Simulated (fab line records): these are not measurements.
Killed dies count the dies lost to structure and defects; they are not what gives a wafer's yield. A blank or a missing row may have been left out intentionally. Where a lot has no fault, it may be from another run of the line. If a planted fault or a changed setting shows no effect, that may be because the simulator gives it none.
A lot that was struck, set against a sound lot ; flow gf180mcu ; 14 steps out of a route of 602
Sound: the wafers L158.2, L158.5, L158.6. Struck: wafers L167.2, L167.4, L167.6. Last of all comes the cause.
For every step that has rows: the tool of each side, followed by ch and its chambers, followed by its first start. Under that, the readings that differ: sound wafers ; struck wafers ; difference of the means ; sigmas: that difference in standard deviations of wafers without a fault.
alike: words and numbers the same on both sides, and readings whose means are apart by under 2 such deviations; not compared: readings that were withheld, readings missing a value for some wafer, numbers with overlapping values and no deviation given by the record, and bounds like >300 which may hide the same value.
A row with sigmas, a row that says differs or no value, or rows on one side alone: a step with any of these is where the two part. Non-overlapping numbers with no deviation appear without sigmas and do not part them. Lack of a reading on every wafer of one side parts them only where that side has two or more wafers.

first, 2 steps without rows for these wafers: GF_M4_CLEAN_19 (cleans in DIW); GF_V4_CVD_00 (deposits SiO2, target thk 600 nm, time 100 s).
GF_V4_THK_MEAS_01:
  sound on film-metro-01, day 25 16:22; struck on film-metro-03, day 28 10:42
  alike: V4_CVD_00_THK
GF_V4_CVD_02: deposits SiO2 from TEOS, target thk 850 nm, time 94.851 s.
  sound on pecvd-04 ch 0,1, day 25 16:25; struck on pecvd-01 ch 0,1, day 28 10:45
  alike: heater-power-w
GF_V4_THK_MEAS_03:
  sound on film-metro-03, day 25 16:30; struck on film-metro-01, day 28 10:52
  alike: V4_CVD_02_THK
GF_V4_CMP_04: polishes SiO2.
  sound on cmp-02 ch 1,2, day 25 16:36; struck on cmp-01 ch 1,2,3, day 28 10:58
  alike: head-pressure-psi, motor-current-A, time-to-endpoint-s
GF_V4_BOW_MEAS_05:
  sound on film-metro-03, day 25 16:52; struck on film-metro-03, day 28 11:14
  alike: V4_BOW
then, 5 steps without rows for these wafers: GF_V4_DEHYDRATE_06 (time 60 s); GF_V4_HMDS_07 (prime time 60 s); GF_V4_COAT_08; GF_V4_COAT_09 (resist thk 1000 nm); GF_V4_SOFTBAKE_10 (time 60 s).
GF_V4_EXPOSE_11: exposes mask Via4, target cd 260 nm.
  struck on krf-scanner-02, day 28 20:51; sound on krf-scanner-01 ch 0, day 26 03:29
  no value came back on the struck wafers for exposure-dose-mJ-cm2, focus-offset-nm (nm); on the sound wafers exposure-dose-mJ-cm2 reads 37.89 37.91 37.94
  alike: mask
then, 1 step without rows for these wafers: GF_V4_PEB_12 (peb time 90 s).

WHERE THEY PART
Only at GF_V4_EXPOSE_11, as far as this record shows.

WHY: the cause the simulator had injected
Whole step skipped at GF_V4_EXPOSE_11 on krf-scanner-02, starting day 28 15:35. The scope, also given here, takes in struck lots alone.
